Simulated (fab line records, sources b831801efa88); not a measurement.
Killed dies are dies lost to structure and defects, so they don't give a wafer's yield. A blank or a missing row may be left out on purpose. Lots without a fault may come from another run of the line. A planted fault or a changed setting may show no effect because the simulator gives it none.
fab line records | flow sky130
record lots=6 wafers=18 last_day=50
route steps=708 shown DNWELL@39 PWDE@45
lots that met no fault: from a run of the same line without faults
start_h: hours from the record's first day to the start of the lot's first wafer shown | wait_h: hours since the lot's step before | " the same as in the row above | L1.1+2: a row that stands for several wafers | - no value, or no start given | * or withheld: withheld | < > ~ a bound
route shown NAME@n: a module of which the file shows steps, and the number in the route of the first | usual: mean/standard deviation of fault-free wafers | same: alike in all rows | chamber/n: place in a boat | sites: the reading at each site | _std_site: their standard deviation | _edge_site: outer sites' mean less inner sites' | radius_mm: how far each site lies from the wafer's centre | mask NAME#n: copy n | behind: the tool/chamber that last shaped the wafer | hold: why the lot was held/for how many hours/how that ended | device: the transistor (n, p or np) that didn't switch | end of line: the same wafers' tests at the end of the route | a step without rows: its recipe alone | killed: dies lost to structure and defects at the first sort, not the wafer's yield | map: a wafer's dies, x killed, . not, _ none there
set.NAME: the setting as run; set.NAME@STEP: as run at that earlier step | model.NAME: the simulator's own value behind a step, which no gauge read
lots at some steps of the route; a table a step, a row a wafer
services: from which hour (start_h, from the record's first day; less than 0 if before it) a tool's chamber was out of use, for how many hours, and why
## steps
# step SKY_DNWELL_EXPOSE_04
# recipe mask_id=DNM na=0.57 target_cd_nm=3000 dose_mj=222
# step SKY_DNWELL_PEB_05
# recipe temp_c=115 time_s=withheld
# step SKY_DNWELL_DEVELOP_06
# recipe wall_angle_deg=90 developer=TMAH develop_time_s=60 dev_temp_c=23
# step SKY_DNWELL_IMPLANT_07
# recipe species=P energy_kev=withheld dose_cm2=withheld tilt_deg=withheld
# step SKY_DNWELL_STRIP_08
# recipe chemistry=O2/N2 power_w=1400 pressure_mtorr=1500 platen_temp_c=withheld o2_flow_sccm=3000 n2_flow_sccm=300 overash_fraction=0.5
# usual drypump_motor_current_A=5.9/0.37 oes_product_au=0.723/0.0043 strip_time_to_endpoint_s=36.97/0.1
# columns lot.wafer tool chamber start_h wait_h drypump_motor_current_A oes_product_au rf_hours_counter_h strip_time_to_endpoint_s
L293.2 plasma_asher-03 0 66.00 0.1 6.0 0.722 38 37.08
L293.3 " 1 " " 5.9 0.738 - 36.98
L293.4 " 0 " " 6.0 0.721 - 37.04
L297.4 plasma_asher-01 1 90.30 0.1 6.5 0.724 - 36.80
L297.5 " 1 " " 6.6 0.726 - 36.89
L297.6 " 0 " " 5.7 0.720 - 36.83
L302.1 plasma_asher-03 0 114.41 0.1 6.0 0.720 43 37.02
L302.2 " 1 " " 6.0 0.716 43 36.95
L302.4 " 0 " " 6.0 0.721 - 36.93
L305.1 plasma_asher-01 0 135.95 0.1 5.7 0.724 2 36.77
L305.5 " 1 " " 6.6 0.722 - 36.92
L305.6 " 0 " " 5.7 0.724 - 36.78
L311.4 plasma_asher-03 1 163.73 0.1 6.0 0.724 - 36.99
L311.5 " 0 " " 6.0 0.716 - 37.14
L311.6 " 1 " " 6.0 0.729 - 37.12
L313.1 plasma_asher-01 1 177.26 0.1 6.5 0.724 7 36.99
L313.4 " 0 " " 5.7 0.720 - 37.05
L313.6 " 0 " " 5.7 0.718 - 37.05
# step SKY_DNWELL_TW_MEAS_09
# usual DNWELL_TW=1118/6.4
# columns lot.wafer tool chamber start_h wait_h DNWELL_TW
L293.2 film_metro-03 - 66.11 0.1 1117
L293.3 " - " " 1115
L293.4 " - " " 1115
L297.4 film_metro-03 - 90.39 0.1 1119
L297.5 " - " " 1115
L297.6 " - " " 1121
L302.1 film_metro-01 - 114.51 0.1 1118
L302.2 " - " " 1119
L302.4 " - " " 1118
L305.1 film_metro-03 - 136.05 0.1 1120
L305.5 " - " " 1120
L305.6 " - " " 1116
L311.4 film_metro-03 - 163.83 0.1 1105
L311.5 " - " " 1110
L311.6 " - " " 1114
L313.1 film_metro-02 - 177.36 0.1 1115
L313.4 " - " " 1124
L313.6 " - " " 1116
# step SKY_PWDE_DEHYDRATE_00
# recipe temp_c=200 time_s=60
# step SKY_PWDE_HMDS_01
# recipe prime_time_s=60 prime_temp_c=120
# step SKY_PWDE_COAT_02
# recipe spin_rpm=2000 resist_thk_nm=3000
# step SKY_PWDE_SOFTBAKE_03
# recipe temp_c=110 time_s=withheld
# step SKY_PWDE_EXPOSE_04
# recipe mask_id=PWDEM na=0.6 source_shape=conventional sigma_outer=0.6 polarization=unpolarized target_cd_nm=840 dose_mj=214
# step SKY_PWDE_PEB_05
# recipe temp_c=115 time_s=withheld
# step SKY_PWDE_DEVELOP_06
# recipe wall_angle_deg=90 developer=TMAH develop_time_s=60 dev_temp_c=23
# columns lot.wafer tool chamber start_h wait_h
L293.2+3+4 litho_track-04 0 82 -
L297.4+5+6 litho_track-01 0 107 -
L302.1+2+4 litho_track-01 0 132 -
L305.1+5+6 litho_track-01 0 155 -
L311.4+5+6 litho_track-04 0 183 -
L313.1+4+6 litho_track-04 0 197 -
# step SKY_PWDE_OVL_MEAS_07
# usual PWDE_OVL=0.7/1.4
# columns lot.wafer tool chamber start_h wait_h PWDE_OVL[nm]
L293.2 overlay-02 - 82.59 - -2.3
L293.3 " - " " -0.6
L293.4 " - " " -0.4
L297.4 overlay-01 - 107.86 - 0.9
L297.5 " - " " 1.1
L297.6 " - " " 0.9
L302.1 overlay-01 - 132.69 - -
L302.2 " - " " -
L302.4 " - " " -
L305.1 overlay-01 - 155.39 - -
L305.5 " - " " -
L305.6 " - " " -
L311.4 overlay-01 - 183.81 - 1.6
L311.5 " - " " 2.1
L311.6 " - " " 0.1
L313.1 overlay-01 - 198.14 - 0.7
L313.4 " - " " 3.3
L313.6 " - " " 0.5
# step SKY_PWDE_IMPLANT_08
# recipe species=B energy_kev=150 dose_cm2=3.6e+12 tilt_deg=withheld
## services
# columns tool chamber start_h hours kind
plasma_asher-01 - 108.75 9.0 pm
plasma_asher-01 0 108.75 9.0 vent_cycle
plasma_asher-01 1 108.75 9.0 vent_cycle
plasma_asher-01 0 117.75 - clean
plasma_asher-01 1 117.75 - clean
plasma_asher-03 - 186.75 3.2 repair
## key
first_sign step=SKY_PWDE_OVL_MEAS_07 reading=PWDE_OVL direction=missing
effect none on later readings
met_at SKY_PWDE_DEVELOP_06
struck_wafers L302.1,L302.2,L302.4,L305.1,L305.5,L305.6
sort_left_out L302.1,L302.2,L302.4,L305.1,L305.5,L305.6
tester_left_out L302,L305
onset_between 107 132
fault kind=process_parameter_drift tool=litho_track-01 chamber=- onset_h=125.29 steps=SKY_PWDE_DEVELOP_06 channel=develop_time_s offset=* shape=step end_h=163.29 acts_in=* stated=*
# tester_left_out: of these lots the tester's yield and bins aren't shown, on N5 and GAA mostly nor the transistor test; their killed dies are dies lost to structure and defects alone, not to doping, threshold or leakage, so they don't give the yield
# sort_left_out: the simulated sort isn't trusted on such a fault, so these wafers' sort isn't shown, and their yield isn't known
